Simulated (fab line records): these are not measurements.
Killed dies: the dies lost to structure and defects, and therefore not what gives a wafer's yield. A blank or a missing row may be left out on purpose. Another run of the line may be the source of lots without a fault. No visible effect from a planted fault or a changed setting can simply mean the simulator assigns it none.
Chamber matching | flow gf180mcu | 4 sister chambers for GF_V2_CMP_26 on cmp-02
The step polishes, stops on SiO2, t overpolish 15 s, target thk 0 nm. 4 wafers are shown with their chamber, then 12 later ones without.

WAFERS WITH THEIR CHAMBER
wafer  | chamber | motor_current_A (A)
L088.6 | 0       | 10.8
L089.1 | 3       | 12.6
L089.2 | 2       | 12.0
L089.4 | 1       | 10.4

WAFERS WITH NO CHAMBER GIVEN
wafer  | motor_current_A (A)
L091.1 | 11.2
L091.3 | 10.0
L091.6 | 10.6
L092.3 | 11.8
L092.5 | 11.6
L092.6 | 10.2
L093.1 | 13.1
L093.5 | 10.1
L093.6 | 10.9
L096.1 | 13.5
L096.2 | 10.2
L096.4 | 11.0

WHICH CHAMBER EACH ONE RAN IN
wafer  | from the rows above          | in truth
L091.1 | can't be placed: 0 or 1 or 2 | 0
L091.3 | can't be placed: 1 or 0      | 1
L091.6 | can't be placed: 1 or 0      | 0
L092.3 | can't be placed: 2 or 3      | 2
L092.5 | can't be placed: 2 or 0 or 3 | 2
L092.6 | can't be placed: 1 or 0      | 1
L093.1 | can't be placed: 3 or 2      | 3
L093.5 | can't be placed: 1 or 0      | 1
L093.6 | can't be placed: 0 or 1      | 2
L096.1 | can't be placed: 3 or 2      | 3
L096.2 | can't be placed: 1 or 0      | 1
L096.4 | can't be placed: 0 or 1      | 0
0 of 12 placed correctly. Not placeable from these rows: 12 (in 11, the candidates include the true chamber). Number placed wrongly: 0.
How it was worked out, from the rows above alone: a wafer's distance from a chamber is the root of the sum, over the readings, of the square of ((its reading less the chamber's mean) divided by the reading's scatter). The wafer belongs to the nearest chamber; if the next one is less than 2 further off, it can't be placed. For every chamber, the mean is computed from those of its wafers that are shown. The scatter (one wafer shown for each chamber): square how far every hidden wafer sits from the nearest shown wafer, average those squares and take the square root.
